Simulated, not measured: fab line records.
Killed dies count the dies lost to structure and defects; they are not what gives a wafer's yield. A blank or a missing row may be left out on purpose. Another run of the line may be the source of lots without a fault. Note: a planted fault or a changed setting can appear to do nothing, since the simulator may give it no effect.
Which tool is to blame? + flow sfq_line + Sampling: 15 lots, 45 wafers, 2 of 325 route steps

## WHAT EACH GAUGE READ, for each wafer
SFQ_M6_OVL_MEAS_940. Usual: M6_OVL -1 nm, standard deviation 5.9.
| lot  | measured     | on         | M6_OVL (nm) | flag |
|------|--------------|------------|-------------|------|
| L825 | day 66 11:48 | overlay-01 | 7 10 8      |      |
| L826 | day 66 22:36 | overlay-01 | 5 5 -1      |      |
| L827 | day 71 08:29 | overlay-01 | -5 2 -3     |      |
| L828 | day 71 10:53 | overlay-01 | -5 7 6      |      |
| L829 | day 71 12:05 | overlay-02 | 5 -1 1      |      |
| L830 | day 72 11:39 | overlay-01 | -2 -1 0     |      |
| L831 | day 72 12:51 | overlay-01 | 0 7 -3      |      |
| L833 | day 72 18:15 | overlay-02 | -8 -5 -2    |      |
| L834 | day 72 19:28 | overlay-02 | -9 -7 -8    |      |
| L835 | day 72 21:52 | overlay-02 | -5 0 -1     |      |
| L837 | day 73 02:39 | overlay-02 | 1 5 7       |      |
| L838 | day 79 03:34 | overlay-02 | -5 5 2      |      |
| L840 | day 81 00:26 | overlay-02 | -5 -10 -4   |      |
| L841 | day 81 06:26 | overlay-02 | 6 10 4      |      |
| L842 | day 84 22:28 | overlay-01 | -2 -7 -9    |      |

## TOOL THAT RAN EACH LOT (tool first, then ch and the chambers of the sampled wafers, then the start)
| lot  | SFQ_TRILAYER_I3_VIA_LITHO_COAT_090 |
|------|------------------------------------|
| L825 | litho_track-01 ch 0, day 44 04:43  |
| L826 | litho_track-01 ch 0, day 44 10:46  |
| L827 | litho_track-01 ch 0, day 44 13:47  |
| L828 | litho_track-04 ch 0, day 44 16:49  |
| L829 | litho_track-02 ch 0, day 44 19:57  |
| L830 | litho_track-01 ch 0, day 45 21:15  |
| L831 | litho_track-02 ch 0, day 46 02:48  |
| L833 | litho_track-04 ch 0, day 51 14:49  |
| L834 | litho_track-01 ch 0, day 51 20:55  |
| L835 | litho_track-04 ch 0, day 52 04:13  |
| L837 | litho_track-01 ch 0, day 52 07:07  |
| L838 | litho_track-04 ch 0, day 52 11:55  |
| L840 | litho_track-01 ch 0, day 52 17:55  |
| L841 | litho_track-04 ch 0, day 52 20:55  |
| L842 | litho_track-02 ch 0, day 52 22:15  |
- SFQ_TRILAYER_I3_VIA_LITHO_COAT_090: resist thk 62 nm.

## WHAT THE TOOLS THEMSELVES READ (means of the sampled wafers that have a number; where no wafer has one, the mark that the record gives instead)
SFQ_TRILAYER_I3_VIA_LITHO_COAT_090. Usual: dispense_pressure_kPa 49 kPa, standard deviation 3.3; spin_speed_rpm 3000.4 rpm, standard deviation 2.
| lot  | tool           | dispense_pressure_kPa (kPa) | spin_speed_rpm (rpm) | flag |
|------|----------------|-----------------------------|----------------------|------|
| L825 | litho_track-01 | 54                          | 3000.9               |      |
| L826 | litho_track-01 | 54                          | 3000.7               |      |
| L827 | litho_track-01 | 54                          | 2999.4               |      |
| L828 | litho_track-04 | 46                          | 3001.5               |      |
| L829 | litho_track-02 | 49                          | 2999.9               |      |
| L830 | litho_track-01 | 54                          | 3000.9               |      |
| L831 | litho_track-02 | 49                          | 3001.8               |      |
| L833 | litho_track-04 | 46                          | 2999.5               |      |
| L834 | litho_track-01 | 54                          | 3000.0               |      |
| L835 | litho_track-04 | 46                          | 2952.8               | OFF  |
| L837 | litho_track-01 | 54                          | 2998.9               |      |
| L838 | litho_track-04 | 46                          | 2955.3               | OFF  |
| L840 | litho_track-01 | 54                          | 2999.6               |      |
| L841 | litho_track-04 | 46                          | 2956.6               | OFF  |
| L842 | litho_track-02 | 49                          | 3001.0               |      |

## THE ANSWER, worked out from the rows above alone
Rule: lot off if the mean of its wafers having a number is beyond 3 standard deviations from the usual mean. A lot without any number at a reading at which 4 lots or more have one is off too. The other lots that the step has rows for count as sound. First the gauges in route order, then the tools' own readings, where a lot's mean is used as printed above. At the first step where some lot is off, the reading lying furthest off is the one used; lots without a number count as furthest.
Off, at SFQ_TRILAYER_I3_VIA_LITHO_COAT_090 on spin_speed_rpm: L835, L838, L841.
A tool fits if, at that step or a process step before it, it ran every lot that is off, and no sound lot after the first of them. One fits: SFQ_TRILAYER_I3_VIA_LITHO_COAT_090 on litho_track-04. Its last sound lot is L833 (day 51 14:49), its first lot that is off L835 (day 52 04:13): a fault that began between those two fits.
The tool's own readings at SFQ_TRILAYER_I3_VIA_LITHO_COAT_090 bear it out: on the lots that are off they differ by more than 5 times the standard deviation of the sound lots' means. spin_speed_rpm reads 2954.9 rpm there against 3000.3 rpm on the sound lots.

## WHAT HAD BEEN PUT IN BY THE SIMULATOR
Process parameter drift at SFQ_TRILAYER_I3_VIA_LITHO_COAT_090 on litho_track-04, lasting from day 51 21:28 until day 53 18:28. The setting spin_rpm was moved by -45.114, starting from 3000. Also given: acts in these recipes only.
Lots struck among those shown: L835, L838, L841. The rule given above showed the same thing.
